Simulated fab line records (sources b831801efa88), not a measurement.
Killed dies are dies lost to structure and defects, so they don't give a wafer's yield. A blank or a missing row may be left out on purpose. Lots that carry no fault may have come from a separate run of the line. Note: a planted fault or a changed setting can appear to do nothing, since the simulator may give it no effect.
Matching of chambers / flow gf180mcu / 3 sister chambers for GF_V4_CVD_02 on pecvd-04
The step deposits SiO2 from TEOS, target thk 850 nm, time 94.851 s. 6 wafers are shown with their chamber, then 12 later ones without.

WAFERS WITH THEIR CHAMBER
wafer=L082.1; chamber=1; heater_power_w (W)=552
wafer=L082.2; chamber=0; heater_power_w (W)=652
wafer=L082.3; chamber=2; heater_power_w (W)=716
wafer=L082.4; chamber=1; heater_power_w (W)=597
wafer=L082.5; chamber=0; heater_power_w (W)=665
wafer=L082.6; chamber=2; heater_power_w (W)=758

WAFERS WITHOUT THEIR CHAMBER
wafer=L083.1; heater_power_w (W)=629
wafer=L083.2; heater_power_w (W)=678
wafer=L083.5; heater_power_w (W)=711
wafer=L086.3; heater_power_w (W)=630
wafer=L086.4; heater_power_w (W)=692
wafer=L086.5; heater_power_w (W)=502
wafer=L095.2; heater_power_w (W)=579
wafer=L095.4; heater_power_w (W)=609
wafer=L095.6; heater_power_w (W)=683
wafer=L097.1; heater_power_w (W)=703
wafer=L097.3; heater_power_w (W)=615
wafer=L097.5; heater_power_w (W)=724

WHICH CHAMBER EACH ONE RAN IN
wafer=L083.1; from the rows above=can't be placed: 0 or 1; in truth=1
wafer=L083.2; from the rows above=can't be placed: 0 or 2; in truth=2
wafer=L083.5; from the rows above=can't be placed: 2 or 0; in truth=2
wafer=L086.3; from the rows above=can't be placed: 0 or 1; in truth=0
wafer=L086.4; from the rows above=can't be placed: 0 or 2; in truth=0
wafer=L086.5; from the rows above=1; in truth=1
wafer=L095.2; from the rows above=1; in truth=1
wafer=L095.4; from the rows above=can't be placed: 1 or 0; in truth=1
wafer=L095.6; from the rows above=can't be placed: 0 or 2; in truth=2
wafer=L097.1; from the rows above=can't be placed: 2 or 0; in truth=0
wafer=L097.3; from the rows above=can't be placed: 1 or 0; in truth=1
wafer=L097.5; from the rows above=2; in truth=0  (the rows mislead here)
Placed correctly: 2 of 12. These rows do not allow placing 9 (true chamber among the candidates in 9). Wrongly placed: 1.
How it was worked out, from the rows above alone: a wafer's distance from a chamber is the root of the sum, over the readings, of the square of ((its reading less the chamber's mean) divided by the reading's scatter). The wafer belongs to the nearest chamber; if the next one is less than 2 further off, it can't be placed. For every chamber, the mean is computed from those of its wafers that are shown. The scatter is the square root of a quotient: the sum, over the shown wafers, of each reading's squared deviation from its chamber's mean, divided by wafers minus chambers.
